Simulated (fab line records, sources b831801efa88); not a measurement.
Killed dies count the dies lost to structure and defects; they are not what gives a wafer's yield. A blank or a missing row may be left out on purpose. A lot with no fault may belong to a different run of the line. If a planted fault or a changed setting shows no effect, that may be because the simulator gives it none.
A single fault, viewed from 2 desks    flow sky130    each desk has only its own numbers; what lay behind them comes last

== AT THE TOOL OWNER'S DESK: litho-track-04 ==
The tool's own readings at SKY_VT_ADJUST_LVTN_DEVELOP_06 (develop time 60 s): means of the sampled wafers that have a number, for each lot that ran on this tool. Marked OUT: a lot whose mean sits more than 4 standard deviations from the usual mean, which makes it out of limits; the brackets give that distance.
Columns: A = developer-temp-C at SKY_VT_ADJUST_LVTN_DEVELOP_06, usual 22.99 C; B = exhaust-pa at SKY_VT_ADJUST_LVTN_DEVELOP_06, usual 45.0 Pa
lot   first seen here  A                 B
L521  day 6 20:00      22.98             45.6
L523  day 7 13:00      23.04             44.1
L524  day 7 16:00      23.02             44.4
L525  day 7 23:00      23.12             45.7
L527  day 8 14:00      23.07             44.6
L534  day 10 08:00     22.78             45.3
L537  day 11 05:00     23.95 (+8.7) OUT  45.3
L539  day 11 23:00     23.97 (+8.9) OUT  44.7
This desk finds L537, L539 out of limits, L537 being first, at day 11 05:00 (developer-temp-C at SKY_VT_ADJUST_LVTN_DEVELOP_06). L521, L523, L524, L525, L527, L534: within limits.

== FROM THE METROLOGY DESK ==
What the gauges read, lot by lot, whatever tool the lot ran on: means of the sampled wafers that have a number. Marked OUT: a lot whose mean sits more than 4 standard deviations from the usual mean, which makes it out of limits; the brackets give that distance.
Columns: A = DNWELL_TW at SKY_DNWELL_TW_MEAS_09, usual 1119; B = VT_ADJUST_HVTP_OVL at SKY_VT_ADJUST_HVTP_OVL_MEAS_08, usual -0.5 nm
lot   first seen here  A     B
L521  day 3 04:07      1101  0.4
L522  day 3 09:44      1105  -0.9
L523  day 3 17:33      1111  0.6
L524  day 3 19:23      1113  -0.5
L525  day 4 02:44      1107  -0.9
L526  day 4 10:50      1114  -1.5
L527  day 4 13:10      1114  0.2
L528  day 4 20:40      1107  -3.5
L529  day 4 21:40      1142  -0.8
L530  day 5 05:18      1107  -2.9
L534  day 6 01:07      1108  -0.8
L537  day 6 18:56      1110  -2.1
L539  day 7 07:05      1109  -1.0
Finding of this desk: none of the 13 lots has anything out of limits.

== BROUGHT TOGETHER ==
At day 11 05:00, on L537, L539, the tool owner's desk was in a position to raise an alarm.
Metrology desk: nothing out of limits seen.
The metrology desk holds a record of L537, L539, inside its limits.
SKY_VT_ADJUST_LVTN_DEVELOP_06 was run on litho-track-04 by each of the lots named.

== WHAT THE SIMULATOR HAD PUT IN ==
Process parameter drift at SKY_VT_ADJUST_LVTN_DEVELOP_06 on litho-track-04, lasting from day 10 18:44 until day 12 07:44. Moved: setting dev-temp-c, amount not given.
Struck lots among those shown: L537, L539.
Each desk's first reading out of limits, in hours after the fault started: the tool owner's desk, 10.
